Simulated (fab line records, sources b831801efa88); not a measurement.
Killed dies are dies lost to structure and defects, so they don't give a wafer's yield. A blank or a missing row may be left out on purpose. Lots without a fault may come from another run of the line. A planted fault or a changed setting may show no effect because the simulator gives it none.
Problem report in the 8D (eight disciplines) form, filled by code | flow gf180mcu | the parts of the form that need people (team, actions taken, sign-off) are left out

1. THE PROBLEM
VT_IMPLANT_4_TW at GF_VT_IMPLANT_TW_MEAS_43 reads a mean of 624 on 6 wafers of 2 lots; wafers without a fault read 688 with a standard deviation of 4.9. That is -13 standard deviations from the usual mean.
First seen on wafer L652.1, day 12 10:47, on film_metro-04. The record holds 39 wafers of 13 lots with a number at this step. Rule for "out", or "out of limits": more than 4 standard deviations from the usual mean. The other wafers with a number count as sound.

2. WHAT IT IS AND WHAT IT IS NOT
question                    | is                           | is not
which readings at this step | VT_IMPLANT_4_TW              | -
which lots                  | L652, L654                   | L635, L637, L641, L642, L644, L645, L647, L648, L653, L657, L658
which wafers of those lots  | all that have a number       | -
read on which gauges        | film_metro-03, film_metro-04 | film_metro-01
when                        | from day 12 10:47            | up to then (24 sound wafers); but 9 sound wafers of L653, L657, L658 came after

3. SUSPECTS, AND WHAT RULES EACH OUT
Counting: a tool at a process step up to the reading stays a suspect if it ran every lot that is out and no sound lot after the first of them.
- the gauge at GF_VT_IMPLANT_TW_MEAS_43: ruled out. The wafers that are out were read on 2 gauges (film_metro-03, film_metro-04).
- implanter-03 at GF_VT_IMPLANT_IMPLANT_41: kept. It ran every lot that is out, first L652 (day 12 10:32), and no sound lot after that; its last sound lot up to then is L648 (day 11 07:48). Its own readings are out on those wafers: beam_energy_keV.
Left after counting: implanter-03 at GF_VT_IMPLANT_IMPLANT_41.

4. THE CAUSE (what the simulator had put in)
Process parameter drift: implanter-03, from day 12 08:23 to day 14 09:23, at GF_VT_IMPLANT_IMPLANT_41. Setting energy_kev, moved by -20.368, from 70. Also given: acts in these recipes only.
Counting left only this tool.

5. THE CHAIN OF EFFECTS, in route order
Each row: a reading whose mean over the struck wafers that have a number lies more than 3 standard deviations from the usual. Only readings for which the record gives a usual standard deviation are gone through. hours: the time from each lot's start at the first step in this table that gives one to its start at this step, as a median over the lots. sigmas: the change in usual standard deviations.
hours | step                     | reading         | usual  | on struck wafers | change  | sigmas
0     | GF_VT_IMPLANT_IMPLANT_41 | beam_energy_keV | 70.005 | 49.632           | -20.373 | -99 or more
0     | GF_VT_IMPLANT_TW_MEAS_43 | VT_IMPLANT_4_TW | 688    | 624              | -64     | -13
The process steps in it:
- GF_VT_IMPLANT_IMPLANT_41
Later measuring or inspecting steps at which every struck wafer that the step has a row for has a number for every such reading, and none has moved that far: GF_POLY_GATE_CD_MEAS_18.

6. WHAT WOULD HAVE CAUGHT IT SOONER
In this record the first reading out of limits at a measuring or inspecting step was taken at day 12 10:47, 2 hours after the fault began at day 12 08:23.
The tool's own readings at GF_VT_IMPLANT_IMPLANT_41 were out on every struck wafer that the step has a row for (beam_energy_keV): an alarm limit on them would have fired on the first of those.
Of the lots that are out (2), L654 began GF_VT_IMPLANT_IMPLANT_41 on implanter-03 after day 12 10:47. A hold on the tool at that time would have spared it.
